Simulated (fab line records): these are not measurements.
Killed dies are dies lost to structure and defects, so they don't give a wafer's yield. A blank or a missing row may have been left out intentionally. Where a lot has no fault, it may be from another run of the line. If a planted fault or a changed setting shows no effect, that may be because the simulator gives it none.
2 desks, one fault | flow gf180mcu | each desk holds nothing but its own numbers, with what lay behind them at the end

== AT THE TOOL OWNER'S DESK: implanter-03 ==
For each lot that ran on this tool, the mean over its sampled wafers that have a number, from the tool's own readings at GF_VT_IMPLANT_IMPLANT_08. The brackets show how far a lot's mean lies from the usual mean; more than 4 standard deviations puts the lot out of limits, marked OUT.
Columns: A = doseIonsCm2 at GF_VT_IMPLANT_IMPLANT_08, usual 8.291e+12; B = faradayCurrentUA at GF_VT_IMPLANT_IMPLANT_08, usual 46.8
lot  | first seen here | A                   | B
L232 | day 6 16:06     | 8.296e+12           | 46.6
L236 | day 7 18:29     | 8.300e+12           | 46.0
L237 | day 7 22:08     | 8.286e+12           | 46.7
L241 | day 9 01:33     | 8.288e+12           | 47.3
L244 | day 9 19:41     | 9.126e+12 (+94) OUT | 52.7 (+6.1) OUT
L246 | day 10 07:08    | 9.124e+12 (+94) OUT | 50.3
This desk finds L244, L246 out of limits, L244 being first, at day 9 19:41 (doseIonsCm2 at GF_VT_IMPLANT_IMPLANT_08). L232, L236, L237, L241: within limits.

== METROLOGY DESK ==
Lot by lot, what the gauges showed, no matter which tool ran the lot: averages of those sampled wafers that carry a number. The brackets show how far a lot's mean lies from the usual mean; more than 4 standard deviations puts the lot out of limits, marked OUT.
Columns: A = VT_IMPLANT_TW at GF_VT_IMPLANT_TW_MEAS_10, usual 567; B = cdNm at GF_CONTACT_CD_MEAS_14, usual 219.8 nm
lot  | first seen here | A              | B
L229 | day 5 21:57     | 571            | 219.7
L230 | day 6 04:44     | 561            | 218.7
L232 | day 6 16:21     | 559            | 219.8
L233 | day 6 21:13     | 565            | 219.8
L234 | day 7 07:32     | 568            | 219.9
L235 | day 7 13:32     | 572            | 219.0
L236 | day 7 18:43     | 570            | 221.6
L237 | day 7 22:23     | 568            | 219.5
L239 | day 8 11:54     | 570            | 219.4
L241 | day 9 01:48     | 567            | 219.4
L244 | day 9 19:53     | 582            | 219.7
L246 | day 10 07:23    | 587 (+4.6) OUT | 218.8
L250 | day 11 05:13    | 566            | 222.4
This desk's finding: out of limits on L246; first on L246, day 10 07:23 (VT_IMPLANT_TW at GF_VT_IMPLANT_TW_MEAS_10). L229, L230, L232, L233, L234, L235, L236, L237, L239, L241, L244, L250: within limits.

== ALL TOGETHER ==
At day 9 19:41, on L244, L246, the tool owner's desk was in a position to raise an alarm.
An alarm was possible from the metrology desk at day 10 07:23, on L246.
The metrology desk has L244 on record, within its limits.
Every lot named ran GF_VT_IMPLANT_IMPLANT_08 on implanter-03.

== WHAT THE SIMULATOR HAD INSERTED ==
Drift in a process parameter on implanter-03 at GF_VT_IMPLANT_IMPLANT_08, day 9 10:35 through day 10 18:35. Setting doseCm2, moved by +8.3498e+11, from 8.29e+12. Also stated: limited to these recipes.
Lots struck among those shown: L244, L246.
Delay (hours) between the fault's onset and each desk's first out-of-limits reading: 9 at the tool owner's desk, 21 at the metrology desk.
